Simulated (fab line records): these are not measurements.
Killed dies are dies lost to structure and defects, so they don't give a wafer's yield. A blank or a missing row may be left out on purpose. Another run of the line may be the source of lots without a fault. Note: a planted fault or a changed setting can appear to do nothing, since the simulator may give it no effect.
fab line records + flow sky130
[record]
- lots = 13
- wafers = 39
- last-day = 49
route steps=708 shown CAPM@550 PAD_OPEN@708
lots that met no fault: taken from a fault-free run of the same line
start-h: hours from the record's first day to the start of the lot's first wafer shown + wait-h: time in hours since the lot's previous step + " unchanged from the row above + L1.1+2: a single row standing in for several wafers + - no value, or no start was given + * or withheld: withheld + < > ~ a bound
route shown NAME@n: names a module that has steps shown in the file, with the first one's number in the route + usual: mean/standard deviation taken from wafers without a fault + same: alike in all rows + chamber/n: place in a boat + sites: readings site by site + _std_site: their standard deviation + _edge_site: mean of outer sites minus mean of inner sites + radius-mm: for every site, how far away it sits from the centre of the wafer + mask NAME#n: copy n + behind: the tool/chamber that last shaped the wafer + hold: the reason the lot was held/the length of the hold in hours/how it ended + device: names the non-switching transistor (n, p or np) + end of line: the same wafers' tests at the end of the route + step lacking rows: just its recipe + killed: not the wafer's yield, but the dies lost to structure and defects at the first sort + map: dies across one wafer; x = killed, . = not, _ = none there
set.NAME: the run value of the setting; set.NAME@STEP: its run value at that earlier step + model.NAME: the simulator's own value behind a step, which no gauge read
the route's steps for a sample of lots (tables are steps, rows are wafers)
services: the hour from which a tool's chamber was out of use, counted from the record's first day as start-h (under 0 if before that day), plus the number of hours and why
[[steps]]
[step SKY_CAPM_METAL_ETCH_13]
[recipe]
- target-depth-nm = 220
- stop-on = SiO2
- chemistry = Cl2/BCl3
- target = TiN
- pressure-mtorr = 10
- icp-w = 900
- bias-w = 48.5
- Cl2_flow_sccm = 60
- bcl3-flow-sccm = 30
- time-s = 62.9
[usual]
- drypump-motor-current-A = 5.7/0.39
- oes-product-au = 0.943/0.0068
- rf-fwd-power-W = 893/3.3
- run-length-s = 91.36/0.3
- throttle-valve-pct = 21.901/0.0096
| lot.wafer | tool         | chamber | start-h | wait-h | drypump-motor-current-A | oes-product-au | rf-fwd-power-W | rf-hours-counter-h | run-length-s | throttle-valve-pct |
|-----------|--------------|---------|---------|--------|-------------------------|----------------|----------------|--------------------|--------------|--------------------|
| L574.4    | rie-metal-03 | 1       | 873.48  | 0.0    | 5.4                     | 0.935          | 894            | -                  | 91.49        | 21.907             |
| L574.5    | "            | 1       | "       | "      | 5.4                     | 0.938          | 898            | -                  | 91.45        | 21.914             |
| L574.6    | "            | 0       | "       | "      | 5.7                     | 0.941          | 895            | -                  | 91.74        | 21.914             |
| L576.1    | rie-metal-04 | 1       | 886.63  | 0.0    | 5.3                     | 0.945          | 894            | 14                 | 91.48        | 21.886             |
| L576.5    | "            | 0       | "       | "      | 6.2                     | 0.937          | 890            | -                  | 91.22        | 21.897             |
| L576.6    | "            | 1       | "       | "      | 5.3                     | 0.951          | 895            | -                  | 91.72        | 21.895             |
| L577.1    | rie-metal-03 | 1       | 898.55  | 0.0    | 5.4                     | 0.951          | 898            | 2                  | 91.22        | 21.903             |
| L577.3    | "            | 1       | "       | "      | 5.4                     | 0.950          | 899            | -                  | 91.28        | 21.903             |
| L577.5    | "            | 1       | "       | "      | 5.4                     | 0.947          | 895            | -                  | 91.28        | 21.906             |
| L578.2    | rie-metal-03 | 1       | 903.06  | 0.0    | 5.4                     | 0.934          | 900            | 2                  | 91.16        | 21.905             |
| L578.4    | "            | 0       | "       | "      | 5.7                     | 0.931          | 893            | -                  | 91.43        | 21.910             |
| L578.5    | "            | 0       | "       | "      | 5.7                     | 0.935          | 893            | -                  | 91.29        | 21.900             |
| L579.2    | rie-metal-03 | 0       | 920.10  | 0.0    | 5.6                     | 0.942          | 894            | 7                  | 91.65        | 21.896             |
| L579.4    | "            | 0       | "       | "      | 5.6                     | 0.941          | 895            | -                  | 91.68        | 21.909             |
| L579.5    | "            | 1       | "       | "      | 5.4                     | 0.937          | 896            | -                  | 91.74        | 21.906             |
| L580.1    | rie-metal-04 | 0       | 924.56  | 0.0    | 6.2                     | 0.951          | 890            | 11                 | 91.37        | 21.902             |
| L580.3    | "            | 0       | "       | "      | 6.2                     | 0.948          | 890            | -                  | 91.40        | 21.904             |
| L580.5    | "            | 1       | "       | "      | 5.3                     | 0.941          | 890            | -                  | 91.26        | 21.890             |
| L582.3    | rie-metal-04 | 1       | 940.13  | 0.0    | 5.3                     | 0.934          | 889            | -                  | 91.33        | 21.898             |
| L582.4    | "            | 0       | "       | "      | 6.2                     | 0.930          | 889            | -                  | 91.65        | 21.901             |
| L582.6    | "            | 0       | "       | "      | 6.2                     | 0.931          | 886            | -                  | 91.05        | 21.916             |
| L583.1    | rie-metal-04 | 1       | 945.40  | 0.0    | 5.3                     | 0.934          | 897            | 16                 | 92.09        | 21.899             |
| L583.2    | "            | 0       | "       | "      | 6.1                     | 0.937          | 892            | 12                 | 91.05        | 21.905             |
| L583.3    | "            | 0       | "       | "      | 6.2                     | 0.942          | 890            | -                  | 91.18        | 21.900             |
| L584.2    | rie-metal-03 | 0       | 947.25  | 0.0    | 5.7                     | 0.943          | 889            | 9                  | 91.65        | 21.908             |
| L584.3    | "            | 1       | "       | "      | 5.4                     | 0.950          | 893            | -                  | 91.35        | 21.901             |
| L584.6    | "            | 0       | "       | "      | 5.7                     | 0.954          | 888            | -                  | 91.80        | 21.897             |
| L587.1    | rie-metal-04 | 0       | 970.98  | 0.0    | 6.2                     | 0.944          | 888            | 13                 | 91.23        | 21.894             |
| L587.3    | "            | 0       | "       | "      | 6.2                     | 0.948          | 888            | -                  | 91.16        | 21.909             |
| L587.6    | "            | 1       | "       | "      | 5.3                     | 0.937          | 889            | -                  | 91.50        | 21.892             |
| L588.1    | rie-metal-04 | 1       | 977.20  | 0.0    | 5.3                     | 0.934          | 890            | 17                 | 91.41        | 21.898             |
| L588.5    | "            | 0       | "       | "      | 6.1                     | 1.002          | -              | -                  | 79.08        | 21.859             |
| L588.6    | "            | 1       | "       | "      | 5.3                     | 0.947          | 893            | -                  | 91.47        | 21.901             |
| L589.2    | rie-metal-04 | 1       | 987.53  | 0.0    | 5.3                     | 0.947          | 896            | 18                 | 91.41        | 21.895             |
| L589.4    | "            | 0       | "       | "      | 6.1                     | 1.011          | -              | -                  | 78.64        | 21.856             |
| L589.6    | "            | 1       | "       | "      | 5.3                     | 0.945          | 892            | -                  | 91.64        | 21.893             |
| L590.1    | rie-metal-01 | 0       | 993.01  | 0.0    | 5.7                     | 0.934          | 898            | 12                 | 91.47        | 21.906             |
| L590.2    | "            | 1       | "       | "      | 6.5                     | 0.924          | 893            | 6                  | 90.59        | 21.903             |
| L590.5    | "            | 1       | "       | "      | 6.5                     | 0.936          | 895            | -                  | 90.80        | 21.915             |
[step SKY_CAPM_STRIP_14]
[recipe]
- chemistry = O2/N2
- power-w = 1400
- pressure-mtorr = 1500
- platen-temp-c = withheld
- o2-flow-sccm = 3000
- n2-flow-sccm = 300
- overash-fraction = 0.5
[usual]
- drypump-motor-current-A = 5.7/0.56
- oes-product-au = 0.710/0.0045
- strip-time-to-endpoint-s = 12.66/0.045
| lot.wafer | tool            | chamber | start-h | wait-h | drypump-motor-current-A | oes-product-au | rf-hours-counter-h | strip-time-to-endpoint-s |
|-----------|-----------------|---------|---------|--------|-------------------------|----------------|--------------------|--------------------------|
| L574.4    | plasma-asher-04 | 1       | 873.57  | 0.1    | 5.2                     | 0.712          | -                  | 12.64                    |
| L574.5    | "               | 0       | "       | "      | 5.0                     | 0.706          | -                  | 12.65                    |
| L574.6    | "               | 1       | "       | "      | 5.3                     | 0.710          | -                  | 12.66                    |
| L576.1    | plasma-asher-02 | 0       | 886.71  | 0.1    | 5.6                     | 0.700          | 14                 | 12.67                    |
| L576.5    | "               | 1       | "       | "      | 5.4                     | 0.710          | -                  | 12.70                    |
| L576.6    | "               | 0       | "       | "      | 5.6                     | 0.707          | -                  | 12.71                    |
| L577.1    | plasma-asher-03 | 1       | 898.63  | 0.1    | 5.9                     | 0.710          | 73                 | 12.68                    |
| L577.3    | "               | 1       | "       | "      | 5.9                     | 0.709          | -                  | 12.65                    |
| L577.5    | "               | 1       | "       | "      | 5.9                     | 0.717          | -                  | 12.66                    |
| L578.2    | plasma-asher-02 | 1       | 903.14  | 0.1    | 5.4                     | 0.707          | 16                 | 12.66                    |
| L578.4    | "               | 0       | "       | "      | 5.6                     | 0.710          | -                  | 12.69                    |
| L578.5    | "               | 1       | "       | "      | 5.4                     | 0.714          | -                  | 12.68                    |
| L579.2    | plasma-asher-04 | 1       | 920.18  | 0.1    | 5.3                     | 0.717          | 110                | 12.65                    |
| L579.4    | "               | 0       | "       | "      | 5.0                     | 0.710          | -                  | 12.68                    |
| L579.5    | "               | 0       | "       | "      | 5.0                     | 0.705          | -                  | 12.60                    |
| L580.1    | plasma-asher-03 | 1       | 924.64  | 0.1    | 5.9                     | 0.711          | 76                 | 12.57                    |
| L580.3    | "               | 1       | "       | "      | 5.9                     | 0.701          | -                  | 12.62                    |
| L580.5    | "               | 0       | "       | "      | 6.7                     | 0.713          | -                  | 12.60                    |
| L582.3    | plasma-asher-02 | 1       | 940.21  | 0.1    | 5.4                     | 0.714          | -                  | 12.65                    |
| L582.4    | "               | 0       | "       | "      | 5.6                     | 0.706          | -                  | 12.66                    |
| L582.6    | "               | 1       | "       | "      | 5.4                     | 0.718          | -                  | 12.64                    |
| L583.1    | plasma-asher-02 | 0       | 945.48  | 0.1    | 5.6                     | 0.708          | 20                 | 12.62                    |
| L583.2    | "               | 1       | "       | "      | 5.4                     | 0.713          | 20                 | 12.66                    |
| L583.3    | "               | 1       | "       | "      | 5.4                     | 0.712          | -                  | 12.66                    |
| L584.2    | plasma-asher-03 | 0       | 947.33  | 0.1    | 6.7                     | 0.706          | 78                 | 12.70                    |
| L584.3    | "               | 1       | "       | "      | 5.9                     | 0.707          | -                  | 12.65                    |
| L584.6    | "               | 0       | "       | "      | 6.7                     | 0.711          | -                  | 12.75                    |
| L587.1    | plasma-asher-03 | 1       | 971.06  | 0.1    | 5.9                     | 0.704          | 81                 | 12.66                    |
| L587.3    | "               | 1       | "       | "      | 5.9                     | 0.712          | -                  | 12.68                    |
| L587.6    | "               | 1       | "       | "      | 5.9                     | 0.712          | -                  | 12.74                    |
| L588.1    | plasma-asher-03 | 1       | 977.28  | 0.1    | 5.9                     | 0.712          | 82                 | 12.66                    |
| L588.5    | "               | 1       | "       | "      | 5.9                     | 0.705          | -                  | 12.95                    |
| L588.6    | "               | 0       | "       | "      | 6.7                     | 0.708          | -                  | 12.65                    |
| L589.2    | plasma-asher-04 | 0       | 987.61  | 0.1    | 5.0                     | 0.709          | 117                | 12.63                    |
| L589.4    | "               | 1       | "       | "      | 5.3                     | 0.714          | -                  | 12.90                    |
| L589.6    | "               | 0       | "       | "      | 5.0                     | 0.711          | -                  | 12.59                    |
| L590.1    | plasma-asher-04 | 1       | 993.09  | 0.1    | 5.3                     | 0.713          | 117                | 12.60                    |
| L590.2    | "               | 0       | "       | "      | 5.0                     | 0.713          | 117                | 12.66                    |
| L590.5    | "               | 0       | "       | "      | 5.0                     | 0.706          | -                  | 12.65                    |
[step SKY_PAD_OPEN_PROBE_99]
[usual]
- defect-limited-yield = 82.8/2
- killed_at_M0_to_M3 = 42/7.3
- killed_at_M4_up = 3.2/1.8
- killed-at-contacts = 25/5.2
- killed-at-front-end = 15/4.6
- killed-at-other = 0.3/0.62
- killed-dies = 85/9.9
- killed-on-rim = 17/3.9
- killed-open = 46/7.1
- killed-short = 38/5.7
- sort_bin_3_pad_short = 0.9/0.42
- sort_bin_5_function = 10.0/1.5
- sort_bin_6_memory = 6.3/1.2
- sort-n-pass = 407/9.9
- sort-yield-pct = 82.8/2
[same]
- gross-dies = 492
- killed-at-back-side = 0
- sort_bin_4_leakage[%] = 0
- sort_bin_8_speed[%] = 0
| lot.wafer | tool      | chamber | start-h | wait-h | defect-limited-yield[%] | killed_at_M0_to_M3 | killed_at_M4_up | killed-at-contacts | killed-at-front-end | killed-at-other | killed-dies | killed-on-rim | killed-open | killed-short | sort_bin_3_pad_short[%] | sort_bin_5_function[%] | sort_bin_6_memory[%] | sort-n-pass | sort-yield-pct[%] |
|-----------|-----------|---------|---------|--------|-------------------------|--------------------|-----------------|--------------------|---------------------|-----------------|-------------|---------------|-------------|--------------|-------------------------|------------------------|----------------------|-------------|-------------------|
| L588.1    | prober-02 | -       | 1154.92 | 0.1    | 85.8                    | 38                 | 3               | 15                 | 14                  | 0               | 70          | 15            | 40          | 30           | 0.2                     | 10.6                   | 3.5                  | 422         | 85.8              |
| L588.5    | prober-02 | -       | 1155.12 | 0.2    | 0                       | 44                 | 3               | 26                 | 9                   | 410             | 492         | 96            | 44          | 38           | 84.3                    | 10.0                   | 5.7                  | 0           | 0                 |
| L588.6    | prober-02 | -       | 1155.17 | 0.2    | 85.0                    | 42                 | 3               | 25                 | 4                   | 0               | 74          | 11            | 32          | 42           | 0.6                     | 8.3                    | 6.1                  | 418         | 85.0              |
| L589.2    | prober-01 | -       | 1165.10 | 0.1    | 84.1                    | 35                 | 2               | 28                 | 12                  | 1               | 78          | 11            | 46          | 32           | 0.4                     | 8.9                    | 6.5                  | 414         | 84.1              |
| L589.4    | prober-01 | -       | 1165.20 | 0.2    | 0                       | 29                 | 4               | 27                 | 8                   | 424             | 492         | 96            | 38          | 30           | 87.0                    | 8.1                    | 4.9                  | 0           | 0                 |
| L589.6    | prober-01 | -       | 1165.30 | 0.2    | 82.1                    | 52                 | 3               | 22                 | 11                  | 0               | 88          | 13            | 47          | 41           | 1.0                     | 9.8                    | 7.1                  | 404         | 82.1              |
// killed by level:class
L588.1 VIA1:geometric-particle:open=14 CONTACT:geometric-particle:open=6 METAL1:geometric-particle:short=6 POLY_GATE:geometric-particle:open=4 CONTACT:geometric-particle:short=4 VIA2:geometric-particle:short=4 VIA3:geometric-particle:open=4 POLY_GATE:geometric-particle:short=3
L588.5 CAPM:area-etch=410 VIA1:geometric-particle:open=12 CONTACT:geometric-particle:short=7 CONTACT:geometric-particle:open=7 METAL1:geometric-particle:short=6 VIA2:geometric-particle:open=6 LI_CONTACT:geometric-particle:open=5 METAL3:geometric-particle:short=5
L588.6 VIA1:geometric-particle:open=9 LI_CONTACT:geometric-particle:short=8 METAL1:geometric-particle:short=7 CONTACT:geometric-particle:open=7 LI_CONTACT:geometric-particle:open=6 METAL2:geometric-particle:short=6 VIA2:geometric-particle:open=5 METAL3:geometric-particle:short=4
L589.2 CONTACT:geometric-particle:open=12 CONTACT:geometric-particle:short=7 VIA1:geometric-particle:open=7 LI_CONTACT:geometric-particle:open=6 METAL2:geometric-particle:short=6 VIA3:geometric-particle:open=5 VIA1:geometric-particle:short=4 VIA2:geometric-particle:open=4
L589.4 CAPM:area-etch=424 CONTACT:geometric-particle:open=13 VIA3:geometric-particle:open=7 CONTACT:geometric-particle:short=6 VIA1:geometric-particle:open=4 METAL2:geometric-particle:short=4 FIELD_ISO:geometric-particle:short=3 LI_CONTACT:geometric-particle:open=3
L589.6 VIA1:geometric-particle:open=11 CONTACT:geometric-particle:open=8 METAL2:geometric-particle:short=7 VIA2:geometric-particle:open=6 METAL1:geometric-particle:short=6 VIA1:geometric-particle:short=6 LI_CONTACT:geometric-particle:open=5 VIA3:geometric-particle:open=5
[[services]]
| tool            | chamber | start-h | hours | kind           |
|-----------------|---------|---------|-------|----------------|
| rie-metal-01    | 1       | 877.61  | -     | clean          |
| rie-metal-01    | 1       | 877.61  | 14.5  | scheduled-down |
| rie-metal-01    | 1       | 877.61  | 14.5  | vent-cycle     |
| rie-metal-03    | -       | 882.90  | 0.2   | repair         |
| rie-metal-03    | 1       | 924.88  | 6.6   | repair         |
| plasma-asher-04 | -       | 939.21  | 2.8   | pm             |
[[key]]
[first-sign]
- step = SKY_CAPM_METAL_ETCH_13
- reading = run-length-s
- direction = down
- sigmas = 42
- usual = *
- struck = *
[effect]
- step = SKY_CAPM_METAL_ETCH_13
- reading = oes-product-au
- direction = up
- sigmas = 9.2
- usual = 0.943
- struck = 1.006
[effect]
- step = SKY_CAPM_STRIP_14
- reading = strip-time-to-endpoint-s
- direction = up
- sigmas = 6
- usual = *
- struck = *
[effect]
- step = SKY_PAD_OPEN_PROBE_99
- reading = killed-at-other
- direction = up
- sigmas = 99+
- usual = 0.3
- struck = 417
[more-kills-born-at]
- SKY_CAPM_METAL_ETCH_13@rie-metal-04 = 834
met-at SKY_CAPM_METAL_ETCH_13
struck-lots L588,L589
struck-wafers L588.5,L589.4
later-rows-left-out L588.5,L589.4
onset-between 970.98 977.20
[fault]
- kind = process-parameter-drift
- tool = rie-metal-04
- chamber = 0
- onset-h = 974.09
- steps = SKY_CAPM_METAL_ETCH_13
- channel = time-s
- offset = *
- shape = step
- end-h = 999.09
- acts-in = *
- stated = *
// later-rows-left-out: the simulator's readings of these wafers behind a module that went badly wrong aren't trusted and aren't shown, but for the sort
